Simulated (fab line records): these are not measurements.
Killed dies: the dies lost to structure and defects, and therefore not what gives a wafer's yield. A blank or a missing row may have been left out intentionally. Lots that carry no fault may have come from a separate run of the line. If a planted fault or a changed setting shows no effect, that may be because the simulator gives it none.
A struck lot beside a sound one / flow sky130 / 17 steps out of a route of 708
Sound: the wafers L120.1, L120.3, L120.6. The struck wafers were L129.1, L129.2, L129.5. The cause comes at the end.
Per side, at each step with rows, come the tool, then ch with its chambers, and then its first start. Under that, the readings that differ: sound wafers / struck wafers / difference of the means / sigmas: that difference in standard deviations of wafers without a fault.
alike: readings whose means differ by less than 2 such deviations, and words and numbers that are the same on both sides. not compared: withheld readings, readings that some wafer has no value for, bounds like >300 that may hide the same value, and numbers for which the record gives no deviation and whose values overlap.
A row with sigmas, a row that says differs or no value, or rows on one side alone: a step with any of these is where the two part. When numbers do not overlap yet have no deviation, they are printed without sigmas and do not part them. A reading missing from all wafers of one side parts the sides only when that side holds two or more wafers.

SKY_GATE_OXIDE_TW_MEAS_14:
  struck on film_metro-04, day 19 07:12; sound on film_metro-02, day 17 01:40
  alike: GATE_OXIDE_TW
then, 3 steps without rows for these wafers: SKY_GATE_OXIDE_CLEAN_15 (cleans in SC1/SC2, time 150 s); SKY_GATE_OXIDE_OXIDATION_16 (stabilise 600 s, purge 300 s, target thk 3.57 nm); SKY_POLY_GATE_CVD_00 (deposits poly-Si, target thk 180 nm, time 720 s).
SKY_POLY_GATE_THK_MEAS_01:
  struck on film_metro-04, day 19 10:03; sound on film_metro-04, day 17 05:26
  alike: POLY_GATE_CVD_00_THK
then, 7 steps without rows for these wafers: SKY_RES_PROTECT_DEHYDRATE_00 (time 60 s); SKY_RES_PROTECT_HMDS_01 (prime time 60 s); SKY_RES_PROTECT_COAT_02 (resist thk 1140 nm); SKY_RES_PROTECT_SOFTBAKE_03 (time 60 s); SKY_RES_PROTECT_EXPOSE_04 (exposes mask RPM, target cd 1270 nm); SKY_RES_PROTECT_PEB_05; SKY_RES_PROTECT_DEVELOP_06 (develop time 60 s).
SKY_POLY_GATE_IMPLANT_02:
  sound on implanter-04 ch 0, day 18 10:55; struck on implanter-03 ch 0, day 20 16:32
SKY_RES_PROTECT_STRIP_07: strips in O2/N2.
  sound on plasma_asher-02 ch 0,1, day 18 11:04; struck on plasma_asher-02 ch 0,1, day 20 16:41
reading=oes_product_au (a.u.); sound=0.520 0.511 0.519; struck=0.497 0.491 0.504; difference=-0.019; sigmas=-4
reading=strip_time_to_endpoint_s (s); sound=23.23 23.25 23.20; struck=25.14 25.15 25.14; difference=+1.92; sigmas=+44
  alike: chamber_pressure_mTorr, drypump_motor_current_A
  not compared: rf_hours_counter_h
SKY_RES_PROTECT_TW_MEAS_08:
  struck on film_metro-03, day 20 16:47; sound on film_metro-03, day 18 11:10
reading=POLY_GATE_TW; sound=4043 4023 4049; struck=4122 4153 4159; difference=+106; sigmas=+3
then, 1 step without rows for these wafers: SKY_RES_PROTECT_CLEAN_09 (cleans in SC1/SC2, time 150 s).
-- here the record skips 29 days between the struck wafers' starts before and after, leaving off in module RES_PROTECT and picking up in module PAD_OPEN (first step shown: number 708 of the route) --
SKY_PAD_OPEN_PROBE_99:
  struck on prober-01, day 49 12:06; sound on prober-02, day 48 02:50
reading=killed_at_front_end; sound=8 13 10; struck=18 24 18; difference=+10; sigmas=+2
reading=model.etest.res_poly.line_ohm_um; sound=495.7 524 522.9; struck=388.7 383.2 377.2; difference=-131.2; sigmas=
reading=model.etest.licon_poly.rc_ohm; sound=150.1 148 145.3; struck=100.2 104.6 104.7; difference=-44.6; sigmas=
reading=model.etest.res_poly.rs_ohm_sq; sound=47.71 47.61 48.53; struck=35.54 35.74 35.27; difference=-12.43; sigmas=
  alike: killed_at_M0_to_M3, killed_at_M4_up, killed_at_contacts, killed_at_other, killed_dies, killed_open, killed_short

WHERE THEY PART
Last at SKY_PAD_OPEN_PROBE_99 as far as this record goes, first at SKY_RES_PROTECT_STRIP_07.

WHY: what the simulator had put in
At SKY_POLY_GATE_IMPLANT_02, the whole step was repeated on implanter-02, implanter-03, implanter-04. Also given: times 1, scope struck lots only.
